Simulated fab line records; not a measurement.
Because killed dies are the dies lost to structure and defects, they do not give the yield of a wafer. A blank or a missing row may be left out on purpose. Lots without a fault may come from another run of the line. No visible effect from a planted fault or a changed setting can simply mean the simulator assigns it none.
Which tool was responsible? + flow gf180mcu + 42 wafers from 14 lots sampled at 5 of the route's 602 steps

WHAT THE GAUGES SHOWED, per wafer
GF_VT_IMPLANT_OVL_MEAS_29. Usual: for VT_IMPLANT_02_OVL the level is -0.4 nm and the standard deviation is 1.4.
| lot  | measured     | on         | VT_IMPLANT_02_OVL (nm) | flag |
|------|--------------|------------|------------------------|------|
| L393 | day 6 21:27  | overlay-02 | -0.5 -1.4 0.1          |      |
| L394 | day 7 03:05  | overlay-02 | -0.9 -0.4 -1.4         |      |
| L396 | day 7 14:36  | overlay-02 | 0.8 0.9 0.2            |      |
| L397 | day 7 21:17  | overlay-02 | 1.7 0.2 0.9            |      |
| L398 | day 8 07:41  | overlay-01 | -1.2 -0.6 -0.8         |      |
| L400 | day 8 19:35  | overlay-01 | -4.4 -3.1 -2.9         |      |
| L402 | day 9 08:19  | overlay-01 | 1.6 -0.1 0.9           |      |
| L403 | day 9 21:34  | overlay-01 | 0.6 -0.6 0.3           |      |
| L405 | day 10 03:57 | overlay-01 | -1.5 -2.0 -0.5         |      |
| L406 | day 10 09:26 | overlay-01 | -0.7 -1.6 -1.9         |      |
| L407 | day 10 14:49 | overlay-02 | 2.3 0.7 1.1            |      |
| L410 | day 11 10:14 | overlay-01 | 0.1 -1.1 0.1           |      |
| L411 | day 11 16:53 | overlay-01 | -1.7 -0.8 -1.5         |      |
| L414 | day 12 17:11 | overlay-02 | 2.5 -0.6 -0.1          |      |

GF_VT_IMPLANT_OVL_MEAS_40. Usual: for VT_IMPLANT_03_OVL the level is -0.5 nm and the standard deviation is 1.5.
| lot  | measured     | on         | VT_IMPLANT_03_OVL (nm) | flag |
|------|--------------|------------|------------------------|------|
| L393 | day 7 12:39  | overlay-01 | -4.0 -4.8 -4.0         |      |
| L394 | day 7 18:48  | overlay-01 | -3.6 -2.7 -1.4         |      |
| L396 | day 8 06:36  | overlay-02 | 2.2 -1.0 -2.0          |      |
| L397 | day 8 13:20  | overlay-01 | -0.6 0.0 1.2           |      |
| L398 | day 8 23:56  | overlay-02 | -1.1 0.0 1.3           |      |
| L400 | day 9 12:54  | overlay-02 | 0.8 0.7 0.4            |      |
| L402 | day 10 01:55 | overlay-01 | -0.7 0.5 -1.2          |      |
| L403 | day 10 15:29 | overlay-01 | 1.0 0.4 -0.7           |      |
| L405 | day 10 22:02 | overlay-02 | 1.0 -0.9 0.9           |      |
| L406 | day 11 03:26 | overlay-01 | -1.3 -0.6 0.4          |      |
| L407 | day 11 08:41 | overlay-02 | -1.7 -0.5 -1.7         |      |
| L410 | day 12 05:08 | overlay-01 | 1.8 1.0 1.3            |      |
| L411 | day 12 12:20 | overlay-02 | -0.2 0.5 -1.1          |      |
| L414 | day 13 12:55 | overlay-01 | -1.3 0.4 -0.3          |      |

GF_VT_IMPLANT_TW_MEAS_43. Usual: for VT_IMPLANT_4_TW the level is 691 and the standard deviation is 5.
| lot  | measured     | on            | VT_IMPLANT_4_TW | flag |
|------|--------------|---------------|-----------------|------|
| L393 | day 7 12:56  | film metro-02 | 689 687 694     |      |
| L394 | day 7 19:05  | film metro-04 | 699 698 699     |      |
| L396 | day 8 06:53  | film metro-01 | 689 688 686     |      |
| L397 | day 8 13:38  | film metro-04 | 692 688 692     |      |
| L398 | day 9 00:13  | film metro-04 | 694 697 696     |      |
| L400 | day 9 13:11  | film metro-02 | 685 689 690     |      |
| L402 | day 10 02:13 | film metro-01 | 681 683 685     |      |
| L403 | day 10 15:47 | film metro-04 | 700 697 699     |      |
| L405 | day 10 22:20 | film metro-04 | 698 697 699     |      |
| L406 | day 11 03:44 | film metro-01 | 681 688 687     |      |
| L407 | day 11 08:58 | film metro-02 | 691 692 691     |      |
| L410 | day 12 05:25 | film metro-02 | 720 718 715     | OFF  |
| L411 | day 12 12:38 | film metro-01 | 713 709 714     | OFF  |
| L414 | day 13 13:12 | film metro-01 | 686 687 687     |      |

GF_HV_LDD_THK_MEAS_55. Usual: for HV_LDD_CVD_54_THK the level is 10.02 nm and the standard deviation is 0.17.
| lot  | measured     | on            | HV_LDD_CVD_54_THK (nm) | flag |
|------|--------------|---------------|------------------------|------|
| L393 | day 12 09:56 | film metro-02 | 10.10 10.10 10.04      |      |
| L394 | day 12 16:19 | film metro-02 | 9.87 9.81 9.74         |      |
| L396 | day 13 05:38 | film metro-04 | 10.00 9.85 9.97        |      |
| L397 | day 13 16:26 | film metro-03 | 10.03 9.99 10.09       |      |
| L398 | day 14 05:56 | film metro-02 | 10.39 10.31 10.45      |      |
| L400 | day 14 20:47 | film metro-04 | 10.20 10.17 10.22      |      |
| L402 | day 15 09:23 | film metro-04 | 9.97 10.17 10.05       |      |
| L403 | day 16 02:08 | film metro-04 | 10.14 10.13 10.03      |      |
| L405 | day 16 09:49 | film metro-03 | 10.08 10.07 9.90       |      |
| L406 | day 16 17:32 | film metro-02 | 9.95 9.82 9.92         |      |
| L407 | day 17 02:04 | film metro-02 | 9.80 9.85 9.74         |      |
| L410 | day 17 22:55 | film metro-02 | 10.01 10.08 10.03      |      |
| L411 | day 18 09:07 | film metro-03 | 9.84 10.02 10.00       |      |
| L414 | day 19 13:00 | film metro-03 | 10.08 9.96 10.12       |      |

WHICH TOOL RAN EACH LOT (tool, then ch and the chambers of the sampled wafers, then the start)
| lot  | GF_VT_IMPLANT_IMPLANT_41        |
|------|---------------------------------|
| L393 | implanter-01 ch 0, day 7 12:42  |
| L394 | implanter-01 ch 0, day 7 18:51  |
| L396 | implanter-01 ch 0, day 8 06:39  |
| L397 | implanter-01 ch 0, day 8 13:23  |
| L398 | implanter-01 ch 0, day 8 23:59  |
| L400 | implanter-01 ch 0, day 9 12:57  |
| L402 | implanter-04 ch 0, day 10 01:58 |
| L403 | implanter-01 ch 0, day 10 15:34 |
| L405 | implanter-02 ch 0, day 10 22:06 |
| L406 | implanter-01 ch 0, day 11 03:30 |
| L407 | implanter-04 ch 0, day 11 08:43 |
| L410 | implanter-04 ch 0, day 12 05:10 |
| L411 | implanter-04 ch 0, day 12 12:24 |
| L414 | implanter-02 ch 0, day 13 13:00 |
- GF_VT_IMPLANT_IMPLANT_41

WHAT THE TOOLS THEMSELVES READ (means of the sampled wafers that have a number; where no wafer has one, the mark that the record gives instead)
GF_VT_IMPLANT_IMPLANT_41. Usual: dose ions cm2 1.0131e+12, standard deviation 1.1e+09; end station pressure torr 4.97e-06 Torr, standard deviation 2.7e-07; faraday current uA 5.71, standard deviation 0.11.
| lot  | tool         | dose ions cm2 | end station pressure torr (Torr) | faraday current uA | flag |
|------|--------------|---------------|----------------------------------|--------------------|------|
| L393 | implanter-01 | 1.0135e+12    | 5.16e-06                         | 5.73               |      |
| L394 | implanter-01 | 1.0140e+12    | 4.92e-06                         | 5.67               |      |
| L396 | implanter-01 | 1.0145e+12    | 5.02e-06                         | 5.67               |      |
| L397 | implanter-01 | 1.0127e+12    | 5.02e-06                         | 5.66               |      |
| L398 | implanter-01 | 1.0120e+12    | 4.64e-06                         | 5.66               |      |
| L400 | implanter-01 | 1.0123e+12    | 5.05e-06                         | 5.66               |      |
| L402 | implanter-04 | 1.0129e+12    | 5.02e-06                         | 5.61               |      |
| L403 | implanter-01 | 1.0148e+12    | 4.90e-06                         | 5.74               |      |
| L405 | implanter-02 | 1.0129e+12    | 4.95e-06                         | 5.68               |      |
| L406 | implanter-01 | 1.0138e+12    | 4.93e-06                         | 5.64               |      |
| L407 | implanter-04 | 1.0129e+12    | 4.79e-06                         | 5.74               |      |
| L410 | implanter-04 | 1.1368e+12    | 4.93e-06                         | 6.51               | OFF  |
| L411 | implanter-04 | 1.1355e+12    | 4.82e-06                         | 6.43               | OFF  |
| L414 | implanter-02 | 1.0129e+12    | 4.80e-06                         | 5.68               |      |

THE ANSWER, worked out from the rows above alone
Rule: a lot counts as off when the mean over its wafers that have a number is more than 3 standard deviations away from the usual mean. Also off: a lot with no number at a reading for which 4 or more lots have one. Any other lot the step has rows for is counted as sound. The gauges are gone through in route order, then the tools' own readings, and for those a lot's mean is taken as printed above. The first step at which some lot is off is used, and at that step the reading that is off furthest; a lot without a number counts as furthest.
Off: L410, L411, at GF_VT_IMPLANT_TW_MEAS_43 (VT_IMPLANT_4_TW).
If a tool, at a process step before that reading, ran all the lots that are off and no sound lot after the first of them, it fits. Not tried: the gauges at GF_VT_IMPLANT_TW_MEAS_43; whatever is off there is also off at GF_VT_IMPLANT_IMPLANT_41, on other tools, and gauge error can't account for it. One fits: implanter-04 at GF_VT_IMPLANT_IMPLANT_41. Its last sound lot is L407 (day 11 08:43), its first lot that is off L410 (day 12 05:10): a fault that began between those two fits.
The tool's own readings at GF_VT_IMPLANT_IMPLANT_41 bear it out: on the lots that are off they differ by more than 5 times the standard deviation of the sound lots' means. dose ions cm2 reads 1.1362e+12 there against 1.0133e+12 on the sound lots; faraday current uA reads 6.47 there against 5.68 on the sound lots.

WHAT THE SIMULATOR PUT IN
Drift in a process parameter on implanter-04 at GF_VT_IMPLANT_IMPLANT_41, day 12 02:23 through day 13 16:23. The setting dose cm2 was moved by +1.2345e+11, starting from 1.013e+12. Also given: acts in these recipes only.
Lots struck among those shown: L410, L411. The rule above found the same.
